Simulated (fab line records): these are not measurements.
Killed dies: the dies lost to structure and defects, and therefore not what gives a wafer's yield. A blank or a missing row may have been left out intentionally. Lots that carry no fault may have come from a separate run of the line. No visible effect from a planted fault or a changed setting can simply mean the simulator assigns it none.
Comparing a struck lot with a sound one | flow sfq line | 19 steps out of a route of 325
Sound: the wafers L937.2, L937.4, L937.5. Struck: wafer L940.5; the same lot's L940.3 was not struck, so it is left out; see the end for the cause.
At each step with rows: each side's tool, then ch and its chambers, then its first start. Under that, the readings that differ: sound wafers | struck wafers | difference of the means | sigmas: that difference in standard deviations of wafers without a fault.
alike: readings whose means differ by less than 2 such deviations, and words and numbers that are the same on both sides. not compared: withheld readings, readings that some wafer has no value for, bounds like >300 that may hide the same value, and numbers for which the record gives no deviation and whose values overlap.
Wherever a step has rows on one side only, a row that says differs or no value, or a row with sigmas, the two part there. When numbers do not overlap yet have no deviation, they are printed without sigmas and do not part them. A reading that every wafer of one side lacks parts them only if that side has two wafers or more.

first, 1 step without rows for these wafers: SFQ_TRILAYER_M5_STRIP_SOLV_CLEAN_128 (cleans in NMP, time 600 s).
SFQ_TRILAYER_A5B_DEP_PECVD_129: deposits SiO2 from SiH4/N2O, time 133.33 s, target thk 600 nm.
  sound on pecvd-02 ch 1,2, day 45 17:52; struck on pecvd-03 ch 2, day 48 11:11
  alike: chamber pressure Torr, heater power w, throttle valve pct
then, 1 step without rows for these wafers: SFQ_TRILAYER_A5B_CMP_CMP_130 (polishes, stops on Nb, target thk 340.7 nm).
SFQ_TRILAYER_A5B_METRO_MEASURE_131:
  sound on film metro-01, day 46 13:05; struck on film metro-02, day 48 16:04
  alike: thk nm
SFQ_TRILAYER_R5_DEP_SPUTTER_132: material Ti, target thk 5 nm, time 5 s.
  sound on pvd sputter-03, day 46 14:05; struck on pvd sputter-04, day 48 16:52
  alike: chamber pressure pa, throttle valve pct
then, 1 step without rows for these wafers: SFQ_TRILAYER_R5_DEP_SPUTTER_133 (material MoNx, target thk 40 nm, time 66.7 s).
SFQ_TRILAYER_R5_DEP_SPUTTER_134: material Ti, target thk 5 nm, time 5 s.
  sound on pvd sputter-03, day 46 14:10; struck on pvd sputter-04, day 48 16:56
  alike: chamber pressure pa, throttle valve pct
SFQ_R5_RS_MEAS_933: a four-point-probe measurement.
  sound on film metro-04, day 46 14:12; struck on film metro-04, day 48 17:00
  alike: R5_MONX_RS
SFQ_R5_THK_MEAS_934: measures by xrf.
  sound on film metro-04, day 46 14:19; struck on film metro-04, day 48 17:06
  alike: R5_MONX_THK
then, 3 steps without rows for these wafers: SFQ_TRILAYER_R5_LITHO_COAT_141 (resist thk 62 nm); SFQ_TRILAYER_R5_LITHO_COAT_136 (resist thk 600 nm); SFQ_TRILAYER_R5_LITHO_SOFTBAKE_140.
SFQ_TRILAYER_R5_LITHO_EXPOSE_137: exposes mask R5, target cd 500 nm.
  sound on krf scanner-01 ch 0, day 47 14:50; struck on krf scanner-01 ch 0, day 48 23:26
  alike: mask
then, 2 steps without rows for these wafers: SFQ_TRILAYER_R5_LITHO_PEB_139 (peb time 60 s); SFQ_TRILAYER_R5_LITHO_DEVELOP_138 (time 60 s).
SFQ_R5_OVL_MEAS_935:
  sound on overlay-02, day 47 16:08; struck on overlay-01, day 49 00:32
  alike: R5_OVL
SFQ_TRILAYER_R5_BARC_OPEN_METAL_ETCH_177: etches BARC in O2, target depth 125 nm, time 41.7 s.
  sound on rie metal-04 ch 0,1, day 47 16:10; struck on rie metal-01 ch 1, day 49 00:35
  reading             | sound             | struck | difference | sigmas
  model.R5.cd nm (nm) | 501.2 499.5 501.1 | 496.4  | -4.2       |
  alike: drypump motor current A, oes product au
  not compared: rf hours counter h
SFQ_TRILAYER_R5_ETCH_METAL_ETCH_139: etches the open film in Cl2, stops on SiO2, target depth 60 nm, time 40 s.
  sound on rie metal-04 ch 0,1, day 47 16:13; struck on rie metal-01 ch 1, day 49 00:38
  reading             | sound             | struck | difference | sigmas
  model.R5.cd nm (nm) | 501.1 499.6 501.3 | 496.9  | -3.8       |
  alike: drypump motor current A, oes product au
  not compared: rf hours counter h
SFQ_TRILAYER_R5_STRIP_STRIP_140: strips in O2.
  sound on rie metal-04 ch 0,1, day 47 16:17; struck on rie metal-01 ch 1, day 49 00:53
  reading           | sound             | struck | difference | sigmas
  platen temp c (C) | 39.92 39.87 39.92 | 40.21  | +0.31      | +3
  alike: drypump motor current A, oes product au
  not compared: rf hours counter h

== WHERE THEY PART ==
SFQ_TRILAYER_R5_STRIP_STRIP_140 only, going by this record.

WHY: the cause the simulator had injected
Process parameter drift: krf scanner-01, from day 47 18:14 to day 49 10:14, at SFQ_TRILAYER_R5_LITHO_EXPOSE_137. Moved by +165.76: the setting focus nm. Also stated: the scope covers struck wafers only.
